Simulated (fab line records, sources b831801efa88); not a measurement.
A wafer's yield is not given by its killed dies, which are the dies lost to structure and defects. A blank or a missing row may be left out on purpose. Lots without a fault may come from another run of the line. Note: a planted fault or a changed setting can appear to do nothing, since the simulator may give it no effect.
The same fault as seen by 2 desks :: flow gf180mcu :: numbers are kept per desk, each desk with only its own; the story behind them comes last

## FOR THE TOOL OWNER'S DESK: cmp-01
The tool's own readings at GF_V3_CMP_26 (polishes, stops on SiO2, t overpolish 15 s, target thk 0 nm): means of the sampled wafers that have a number, for each lot that ran on this tool. Marked OUT: a lot whose mean sits more than 4 standard deviations from the usual mean, which makes it out of limits; the brackets give that distance.
Columns: A = motor-current-A at GF_V3_CMP_26, usual 11.1 A; B = overpolish-run-s at GF_V3_CMP_26, usual 15.000 s; C = slurry-filter-dp-kPa at GF_V3_CMP_26, usual 13.49 kPa; D = time-to-endpoint-s at GF_V3_CMP_26, usual 87 s
lot: L740
first seen here: day 24 13:43
A: 11.8
B: 15.012
C: 13.47
D: 89

lot: L744
first seen here: day 26 04:04
A: 11.6
B: 14.996
C: 13.48
D: 88

lot: L749
first seen here: day 27 12:19
A: 11.2
B: 17.572 (+99 or more) OUT
C: 13.53
D: 94

lot: L750
first seen here: day 28 04:42
A: 10.9
B: 17.575 (+99 or more) OUT
C: 13.48
D: 88
This desk finds L749, L750 out of limits, L749 being first, at day 27 12:19 (overpolish-run-s at GF_V3_CMP_26). Within limits: L740, L744.

## THE METROLOGY DESK
What the gauges read for every lot (on any tool): the sampled wafers with a number, averaged. Marked OUT: a lot whose mean sits more than 4 standard deviations from the usual mean, which makes it out of limits; the brackets give that distance.
Columns: A = V2_W_RS at GF_V2_RS_MEAS_24, usual 0.327 ohm/sq; B = V3_CVD_02_THK at GF_V3_THK_MEAS_03, usual 850 nm
lot: L734
first seen here: day 20 01:26
A: 0.330
B: 848

lot: L735
first seen here: day 20 08:47
A: 0.329
B: 856

lot: L736
first seen here: day 20 17:39
A: 0.325
B: 851

lot: L737
first seen here: day 21 09:31
A: 0.327
B: 851

lot: L738
first seen here: day 21 17:52
A: 0.323
B: 850

lot: L740
first seen here: day 22 12:49
A: 0.331
B: 861

lot: L744
first seen here: day 24 04:53
A: 0.328
B: 855

lot: L749
first seen here: day 25 15:17
A: 0.331
B: 846

lot: L751
first seen here: day 26 07:35
A: 0.329
B: 836

lot: L750
first seen here: day 26 09:56
A: 0.323
B: 844

lot: L753
first seen here: day 26 20:50
A: 0.329
B: 850

lot: L754
first seen here: day 27 02:10
A: 0.330
B: 848

lot: L755
first seen here: day 27 10:50
A: 0.325
B: 848
Finding of this desk: none of the 13 lots has anything out of limits.

## TAKEN TOGETHER
The tool owner's desk had the chance to raise an alarm at day 27 12:19 on L749, L750.
At the metrology desk, nothing out of limits was observed.
The metrology desk has L749, L750 on record, within its limits.
On cmp-01, each named lot ran GF_V3_CMP_26.

## WHAT WAS PUT IN BY THE SIMULATOR
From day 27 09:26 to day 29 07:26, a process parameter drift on cmp-01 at GF_V3_CMP_26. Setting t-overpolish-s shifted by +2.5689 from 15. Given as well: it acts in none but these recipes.
Shown lots that were struck: L749, L750.
How many hours passed from the start of the fault until each desk's first out-of-limits reading: the tool owner's desk, 3.
